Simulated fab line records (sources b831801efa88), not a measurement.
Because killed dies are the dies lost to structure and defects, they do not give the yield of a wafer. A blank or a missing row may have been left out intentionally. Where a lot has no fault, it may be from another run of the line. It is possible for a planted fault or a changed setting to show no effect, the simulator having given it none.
A lot that was struck, set against a sound lot / flow sky130 / 14 out of 708 route steps
Sound: the wafers L817.2, L817.5, L817.6. The struck wafers were L824.4, L824.5, L824.6. Last of all comes the cause.
Order at every step that has rows: each side's tool, ch and its chambers, its first start. Under that, the readings that differ: sound wafers / struck wafers / difference of the means / sigmas: that difference in standard deviations of wafers without a fault.
alike: same words and numbers on both sides, and readings whose means sit less than 2 such deviations apart. not compared: any withheld reading, any reading some wafer has no value for, any bound like >300 that may hide the same value, and any number with overlapping values for which the record gives no deviation.
A row with sigmas, a row that says differs or no value, or rows on one side alone: a step with any of these is where the two part. Numbers that have no deviation but don't overlap get no sigmas and don't part them. Lack of a reading on every wafer of one side parts them only where that side has two or more wafers.

SKY_CONTACT_THK_MEAS_01:
  struck on film_metro-03, day 36 09:10; sound on film_metro-03, day 34 09:26
  alike: CONTACT_CVD_00_THK
then, 1 step without rows for these wafers: SKY_CONTACT_HDPCVD_02 (deposits SiO2, target thk 565 nm, time 94.2 s).
SKY_CONTACT_THK_MEAS_03:
  struck on film_metro-01, day 36 09:17; sound on film_metro-01, day 34 09:34
  alike: CONTACT_HDPCVD_THK
SKY_CONTACT_CMP_04: polishes SiO2.
  sound on cmp-01 ch 2,3, day 34 09:37; struck on cmp-01 ch 0,1, day 36 09:19
  alike: motor_current_A, retaining_ring_pressure_frac, time_to_endpoint_s
SKY_CONTACT_BOW_MEAS_05:
  struck on film_metro-03, day 36 09:41; sound on film_metro-03, day 34 09:56
  alike: CONTACT_BOW
then, 7 steps without rows for these wafers: SKY_CONTACT_DEHYDRATE_06 (time 60 s); SKY_CONTACT_HMDS_07 (prime time 60 s); SKY_CONTACT_COAT_08 (resist thk 60 nm); SKY_CONTACT_COAT_09 (resist thk 450 nm); SKY_CONTACT_SOFTBAKE_10 (time 90 s); SKY_CONTACT_EXPOSE_11 (exposes mask CTM1, target cd 170 nm); SKY_CONTACT_PEB_12.
SKY_CONTACT_DEVELOP_13: develop time 60 s.
  sound on litho_track-02 ch 0, day 35 12:00; struck on litho_track-03, day 37 11:00
  no value came back on the struck wafers for chill_plate_temp_C (C), develop_time_s (s); on the sound wafers chill_plate_temp_C (C) reads 22.97 22.92 23.05
reading=model.KrF-thick_of_CONTACT_COAT_09.thk_nm (nm); sound=436 436.6 435.6; struck=451.9 453 450.7; difference=+15.8; sigmas=
SKY_CONTACT_CD_MEAS_14: target cd 170 nm.
  struck on cd_sem-01, day 37 11:24; sound on cd_sem-01, day 35 12:52
reading=cd_nm (nm); sound=169.3 168.0 168.9; struck=- - -; difference=no value on the struck wafers; sigmas=

WHERE THEY PART
First at SKY_CONTACT_DEVELOP_13; last, within this record, at SKY_CONTACT_CD_MEAS_14.

WHY: the cause the simulator had injected
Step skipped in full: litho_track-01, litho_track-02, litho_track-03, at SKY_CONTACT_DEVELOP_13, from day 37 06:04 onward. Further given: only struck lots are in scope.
